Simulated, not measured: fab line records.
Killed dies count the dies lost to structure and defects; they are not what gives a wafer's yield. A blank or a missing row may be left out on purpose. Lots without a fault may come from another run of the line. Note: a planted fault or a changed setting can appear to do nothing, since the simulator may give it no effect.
A struck lot beside a sound one :: flow gf180mcu :: 14 out of 602 route steps
Sound: these wafers, L994.1, L994.3, L994.5. Wafers struck: L109.2, L109.3, L109.5. The cause is given at the end.
For every step that has rows: the tool of each side, followed by ch and its chambers, followed by its first start. Under that, the readings that differ: sound wafers :: struck wafers :: difference of the means :: sigmas: that difference in standard deviations of wafers without a fault.
alike: readings whose means differ by less than 2 such deviations, and words and numbers that are the same on both sides. not compared: withheld readings, readings that some wafer has no value for, bounds like >300 that may hide the same value, and numbers for which the record gives no deviation and whose values overlap.
Wherever a step has rows on one side only, a row that says differs or no value, or a row with sigmas, the two part there. Numbers that don't overlap but have no deviation are shown without sigmas and don't part them. A reading missing from all wafers of one side parts the sides only when that side holds two or more wafers.

first, 3 steps without rows for these wafers: GF_HV_LDD_EXPOSE_16 (exposes mask Pplus LV AREA, target cd 400 nm); GF_HV_LDD_PEB_17; GF_HV_LDD_DEVELOP_18 (develop time 60 s).
GF_HV_LDD_CD_MEAS_19 targets a cd of 400 nm.
  sound: cdSem-01 at day 11 02:23; struck: cdSem-01 at day 16 00:50
  alike: cdNm
GF_HV_LDD_OVL_MEAS_20:
  sound: overlay-01 at day 11 02:31; struck: overlay-01 at day 16 00:56
  alike: HV_LDD_01_OVL
after that, 1 step had no rows for these wafers: GF_HV_LDD_IMPLANT_21.
GF_HV_LDD_STRIP_22: strips in O2/N2.
  sound on plasmaAsher-04 ch 1, day 11 02:42; struck on plasmaAsher-01 ch 0,1, day 16 01:07
reading: heaterPowerW (W)
sound: 266 277 270
struck: 359 384 382
difference: +104
sigmas: +3
  alike: drypumpMotorCurrentA, oesProductAu, stripTimeToEndpointS
  not compared: rfHoursCounterH
GF_HV_LDD_TW_MEAS_23:
  sound: filmMetro-04 at day 11 02:48; struck: filmMetro-03 at day 16 01:14
reading: HV_LDD_2_TW
sound: 1058 1058 1053
struck: 1040 1043 1036
difference: -17
sigmas: -2
then, 4 steps without rows for these wafers: GF_HV_LDD_DEHYDRATE_24 (time 60 s); GF_HV_LDD_HMDS_25 (prime time 60 s); GF_HV_LDD_COAT_26 (resist thk 1000 nm); GF_HV_LDD_SOFTBAKE_27 (time 60 s).
GF_HV_LDD_EXPOSE_28: exposes mask Nplus HV AREA, target cd 400 nm.
  struck on ilineStepper-01, day 16 12:19; sound on ilineStepper-02 ch 0, day 11 12:19
  no value came back on the struck wafers for any of 5 readings (exposureDoseMJCm2, focusOffsetNm (nm) and others); on the sound wafers exposureDoseMJCm2 reads 140.03 140.13 140.04
reading: model.HV_LDD.overlayXNm (nm)
sound: -1.695 -1.695 -1.695
struck: -1.663 -1.663 -1.663
difference: +0.032
sigmas: 

reading: model.HV_LDD.overlayYNm (nm)
sound: 2.126 2.126 2.126
struck: -1.372 -1.372 -1.372
difference: -3.498
sigmas: 
  alike: mask
after that, 1 step had no rows for these wafers: GF_HV_LDD_PEB_29.

== WHERE THEY PART ==
Earliest at GF_HV_LDD_STRIP_22; latest, in this record, at GF_HV_LDD_EXPOSE_28.

WHY: what the simulator had put in
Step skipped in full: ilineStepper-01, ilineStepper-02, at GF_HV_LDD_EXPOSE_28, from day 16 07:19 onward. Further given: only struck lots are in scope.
